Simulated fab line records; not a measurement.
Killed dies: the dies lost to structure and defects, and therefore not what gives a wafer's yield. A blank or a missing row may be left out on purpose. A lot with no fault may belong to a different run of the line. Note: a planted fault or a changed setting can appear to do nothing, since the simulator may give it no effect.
fab line records ; flow sky130
[record] lots = 14; wafers = 42; last_day = 50
route steps=708 shown PWDE@52 VT_ADJUST_HVTR@139 SONOS_TUNNEL@157 POLY_GATE@218
lots with no fault: from the same line, run without faults
start_h: hours from the record's opening day to when the first of the lot's shown wafers began ; wait_h: hours since the lot's step before ; " unchanged from the row above ; L1.1+2: one row covering several wafers at once ; - either no value or no given start ; * or withheld: withheld ; < > ~ a bound
route shown NAME@n: names a module that has steps shown in the file, with the first one's number in the route ; usual: mean/standard deviation of fault-free wafers ; same: alike in all rows ; chamber/n: place in a boat ; sites: per-site readings ; _std_site: the standard deviation of these ; _edge_site: mean of outer sites minus mean of inner sites ; radius_mm: for every site, how far away it sits from the centre of the wafer ; mask NAME#n: copy n ; behind: the last tool/chamber to shape the wafer ; hold: why the lot went on hold/how many hours it stayed there/how the hold came to an end ; device: transistor that didn't switch, given as n, p or np ; end of line: the route-end tests of the same wafers ; a step with no rows: only its recipe ; killed: count of dies lost to structure and defects at first sort (not the wafer's yield) ; map: a wafer's dies, marking killed ones x, the rest . and places with no die _
set.NAME: the run value of the setting; set.NAME@STEP: its run value at that earlier step ; model.NAME: the simulator's own value behind a step, which no gauge read
the route's steps for a sample of lots (tables are steps, rows are wafers)
[[steps]]
[step SKY_PWDE_OVL_MEAS_07]
[usual] PWDE_OVL = -0.5/1.5
lot.wafer;tool;chamber;start_h;wait_h;PWDE_OVL[nm]
L392.1;overlay-01;-;71.24;-;-0.6
L392.5;overlay-01;-;71.24;-;0.7
L392.6;overlay-01;-;71.24;-;-0.7
L393.2;overlay-02;-;72.49;-;0.4
L393.3;overlay-02;-;72.49;-;-1.6
L393.4;overlay-02;-;72.49;-;0.0
L394.3;overlay-02;-;81.40;-;-0.3
L394.4;overlay-02;-;81.40;-;0.5
L394.6;overlay-02;-;81.40;-;0.5
L395.1;overlay-01;-;87.44;-;-0.7
L395.4;overlay-01;-;87.44;-;-1.2
L395.6;overlay-01;-;87.44;-;-1.5
L396.1;overlay-02;-;91.73;-;-0.4
L396.3;overlay-02;-;91.73;-;0.3
L396.6;overlay-02;-;91.73;-;-0.1
L397.1;overlay-01;-;94.04;-;-0.9
L397.3;overlay-01;-;94.04;-;-0.2
L397.5;overlay-01;-;94.04;-;0.4
L398.3;overlay-01;-;101.45;-;-1.8
L398.4;overlay-01;-;101.45;-;-0.4
L398.5;overlay-01;-;101.45;-;1.0
L402.1;overlay-01;-;124.74;-;-1.4
L402.3;overlay-01;-;124.74;-;-0.4
L402.5;overlay-01;-;124.74;-;-0.6
L406.4;overlay-01;-;145.55;-;-1.0
L406.5;overlay-01;-;145.55;-;-1.6
L406.6;overlay-01;-;145.55;-;-1.9
L408.3;overlay-01;-;160.90;-;1.9
L408.4;overlay-01;-;160.90;-;1.3
L408.5;overlay-01;-;160.90;-;-0.4
L409.2;overlay-01;-;167.55;-;-0.8
L409.3;overlay-01;-;167.55;-;0.0
L409.5;overlay-01;-;167.55;-;-0.1
L410.2;overlay-01;-;169.89;-;3.1
L410.4;overlay-01;-;169.89;-;2.9
L410.6;overlay-01;-;169.89;-;-0.4
L413.1;overlay-02;-;183.73;-;-5.0
L413.3;overlay-02;-;183.73;-;-1.5
L413.4;overlay-02;-;183.73;-;-2.3
L414.1;overlay-02;-;190.13;-;1.0
L414.3;overlay-02;-;190.13;-;-1.0
L414.5;overlay-02;-;190.13;-;1.6
[step SKY_VT_ADJUST_HVTR_OVL_MEAS_08]
[usual] VT_ADJUST_HVTR_OVL = -0.3/1.2
lot.wafer;tool;chamber;start_h;wait_h;VT_ADJUST_HVTR_OVL[nm]
L392.1;overlay-01;-;206.61;0.1;-2.3
L392.5;overlay-01;-;206.61;0.1;-2.8
L392.6;overlay-01;-;206.61;0.1;-0.6
L393.2;overlay-01;-;208.90;0.1;0.7
L393.3;overlay-01;-;208.90;0.1;0.8
L393.4;overlay-01;-;208.90;0.1;2.4
L394.3;overlay-01;-;220.32;0.1;0.0
L394.4;overlay-01;-;220.32;0.1;-1.5
L394.6;overlay-01;-;220.32;0.1;0.1
L395.1;overlay-02;-;226.91;0.1;-1.1
L395.4;overlay-02;-;226.91;0.1;0.4
L395.6;overlay-02;-;226.91;0.1;0.8
L396.1;overlay-02;-;234.11;0.1;-1.4
L396.3;overlay-02;-;234.11;0.1;-0.1
L396.6;overlay-02;-;234.11;0.1;-0.2
L397.1;overlay-02;-;235.06;0.1;-1.6
L397.3;overlay-02;-;235.06;0.1;-2.0
L397.5;overlay-02;-;235.06;0.1;-1.4
L398.3;overlay-01;-;244.41;0.1;0.6
L398.4;overlay-01;-;244.41;0.1;-2.3
L398.5;overlay-01;-;244.41;0.1;-3.4
L402.1;overlay-01;-;275.80;0.1;3.2
L402.3;overlay-01;-;275.80;0.1;1.4
L402.5;overlay-01;-;275.80;0.1;2.1
L406.4;overlay-01;-;301.52;0.1;1.8
L406.5;overlay-01;-;301.52;0.1;1.6
L406.6;overlay-01;-;301.52;0.1;1.2
L408.3;overlay-01;-;322.52;0.1;-1.4
L408.4;overlay-01;-;322.52;0.1;-0.8
L408.5;overlay-01;-;322.52;0.1;-0.9
L409.2;overlay-02;-;330.92;0.1;1.6
L409.3;overlay-02;-;330.92;0.1;0.6
L409.5;overlay-02;-;330.92;0.1;0.6
L410.2;overlay-01;-;333.85;0.1;-0.3
L410.4;overlay-01;-;333.85;0.1;-1.9
L410.6;overlay-01;-;333.85;0.1;-0.4
L413.1;overlay-01;-;351.95;0.1;0.2
L413.3;overlay-01;-;351.95;0.1;-0.2
L413.4;overlay-01;-;351.95;0.1;0.8
L414.1;overlay-02;-;360.32;0.1;0.2
L414.3;overlay-02;-;360.32;0.1;-1.4
L414.5;overlay-02;-;360.32;0.1;-1.3
[step SKY_SONOS_TUNNEL_SOFTBAKE_03]
[recipe] temp_c = 90; time_s = 60; resist = NOVOLAK
[usual] heater_power_total_W = 56.59/0.045; plate_temp_C = 90.02/0.13
lot.wafer;tool;chamber;start_h;wait_h;heater_power_total_W;plate_temp_C
L392.1;litho_track-04;0;239.78;0.1;56.58;90.15
L392.5;litho_track-04;0;239.78;0.1;56.59;90.12
L392.6;litho_track-04;0;239.78;0.1;56.69;90.18
L393.2;litho_track-04;0;243.55;0.1;56.58;89.95
L393.3;litho_track-04;0;243.55;0.1;56.55;90.02
L393.4;litho_track-04;0;243.55;0.1;56.60;90.05
L394.3;litho_track-03;0;252.86;0.1;56.62;89.95
L394.4;litho_track-03;0;252.86;0.1;56.59;90.00
L394.6;litho_track-03;0;252.86;0.1;56.66;90.12
L395.1;litho_track-04;0;261.38;0.1;56.59;89.94
L395.4;litho_track-04;0;261.38;0.1;56.54;89.88
L395.6;litho_track-04;0;261.38;0.1;56.65;90.00
L396.1;litho_track-04;0;269.43;0.1;56.60;90.10
L396.3;litho_track-04;0;269.43;0.1;56.56;90.09
L396.6;litho_track-04;0;269.43;0.1;56.62;90.00
L397.1;litho_track-03;0;270.96;0.1;56.58;89.96
L397.3;litho_track-03;0;270.96;0.1;56.48;90.09
L397.5;litho_track-03;0;270.96;0.1;56.60;90.02
L398.3;litho_track-02;0;279.84;0.1;56.65;90.19
L398.4;litho_track-02;0;279.84;0.1;56.59;90.14
L398.5;litho_track-02;0;279.84;0.1;56.65;90.20
L402.1;litho_track-03;0;314.11;0.1;56.63;89.95
L402.3;litho_track-03;0;314.11;0.1;56.57;89.90
L402.5;litho_track-03;0;314.11;0.1;56.66;90.03
L406.4;litho_track-03;0;342.08;0.1;55.66;89.15
L406.5;litho_track-03;0;342.08;0.1;55.82;89.11
L406.6;litho_track-03;0;342.08;0.1;55.69;89.20
L408.3;litho_track-03;0;362.21;0.1;55.62;89.07
L408.4;litho_track-03;0;362.21;0.1;55.70;89.01
L408.5;litho_track-03;0;362.21;0.1;55.75;89.00
L409.2;litho_track-02;0;372.36;0.1;56.64;90.21
L409.3;litho_track-02;0;372.36;0.1;56.52;90.06
L409.5;litho_track-02;0;372.36;0.1;56.57;90.13
L410.2;litho_track-04;0;374.40;0.1;56.54;90.12
L410.4;litho_track-04;0;374.40;0.1;56.62;90.21
L410.6;litho_track-04;0;374.40;0.1;56.49;90.07
L413.1;litho_track-04;0;393.38;0.1;56.64;90.16
L413.3;litho_track-04;0;393.38;0.1;56.63;90.02
L413.4;litho_track-04;0;393.38;0.1;56.57;90.29
L414.1;litho_track-04;0;403.93;0.1;56.61;89.93
L414.3;litho_track-04;0;403.93;0.1;56.71;89.91
L414.5;litho_track-04;0;403.93;0.1;56.58;89.88
[step SKY_POLY_GATE_THK_MEAS_04]
[recipe] reads = Si3N4_of_POLY_GATE_CVD_03
[usual] POLY_GATE_CVD_03_THK = 74.7/0.88
lot.wafer;tool;chamber;start_h;wait_h;POLY_GATE_CVD_03_THK[nm]
L392.1;film_metro-03;-;341.06;0.0;73.5
L392.5;film_metro-03;-;341.06;0.0;74.3
L392.6;film_metro-03;-;341.06;0.0;75.1
L393.2;film_metro-02;-;350.33;0.0;74.8
L393.3;film_metro-02;-;350.33;0.0;75.1
L393.4;film_metro-02;-;350.33;0.0;75.0
L394.3;film_metro-04;-;361.78;0.0;75.2
L394.4;film_metro-04;-;361.78;0.0;75.0
L394.6;film_metro-04;-;361.78;0.0;74.6
L395.1;film_metro-03;-;380.52;0.0;76.0
L395.4;film_metro-03;-;380.52;0.0;75.5
L395.6;film_metro-03;-;380.52;0.0;75.4
L396.1;film_metro-04;-;380.52;0.0;75.0
L396.3;film_metro-04;-;380.52;0.0;75.4
L396.6;film_metro-04;-;380.52;0.0;75.7
L397.1;film_metro-02;-;380.52;0.0;75.1
L397.3;film_metro-02;-;380.52;0.0;75.6
L397.5;film_metro-02;-;380.52;0.0;74.9
L398.3;film_metro-03;-;388.69;0.0;75.6
L398.4;film_metro-03;-;388.69;0.0;76.3
L398.5;film_metro-03;-;388.69;0.0;75.9
L402.1;film_metro-02;-;426.53;0.0;74.9
L402.3;film_metro-02;-;426.53;0.0;73.9
L402.5;film_metro-02;-;426.53;0.0;74.0
L406.4;film_metro-04;-;460.66;0.0;75.0
L406.5;film_metro-04;-;460.66;0.0;75.8
L406.6;film_metro-04;-;460.66;0.0;76.1
L408.3;film_metro-02;-;483.65;0.0;73.0
L408.4;film_metro-02;-;483.65;0.0;73.1
L408.5;film_metro-02;-;483.65;0.0;72.9
L409.2;film_metro-02;-;496.28;0.0;73.8
L409.3;film_metro-02;-;496.28;0.0;73.6
L409.5;film_metro-02;-;496.28;0.0;73.3
L410.2;film_metro-03;-;496.28;0.0;72.9
L410.4;film_metro-03;-;496.28;0.0;72.9
L410.6;film_metro-03;-;496.28;0.0;73.0
L413.1;film_metro-02;-;512.89;0.0;75.0
L413.3;film_metro-02;-;512.89;0.0;75.1
L413.4;film_metro-02;-;512.89;0.0;75.2
L414.1;film_metro-03;-;522.96;0.0;73.7
L414.3;film_metro-03;-;522.96;0.0;73.9
L414.5;film_metro-03;-;522.96;0.0;74.4
[[key]]
[first_sign] step = SKY_SONOS_TUNNEL_SOFTBAKE_03; reading = heater_power_total_W; direction = down; sigmas = 20; usual = *; struck = *
[effect] step = SKY_SONOS_TUNNEL_SOFTBAKE_03; reading = plate_temp_C; direction = down; sigmas = 7.3; usual = *; struck = *
met_at SKY_SONOS_TUNNEL_SOFTBAKE_03
struck_lots L406,L408
tester_left_out L406,L408
not_acting_at SKY_PWDE_OVL_MEAS_07,SKY_VT_ADJUST_HVTR_OVL_MEAS_08,SKY_POLY_GATE_THK_MEAS_04
onset_between 314.11 342.08
[fault] kind = process_parameter_drift; tool = litho_track-03; chamber = -; onset_h = 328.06; steps = SKY_SONOS_TUNNEL_SOFTBAKE_03; channel = temp_c; offset = *; shape = step; end_h = 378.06; acts_in = *; stated = *
// tester_left_out: of these lots the tester's yield and bins aren't shown, on N5 and GAA mostly nor the transistor test; their killed dies are dies lost to structure and defects alone, not to doping, threshold or leakage, so they don't give the yield
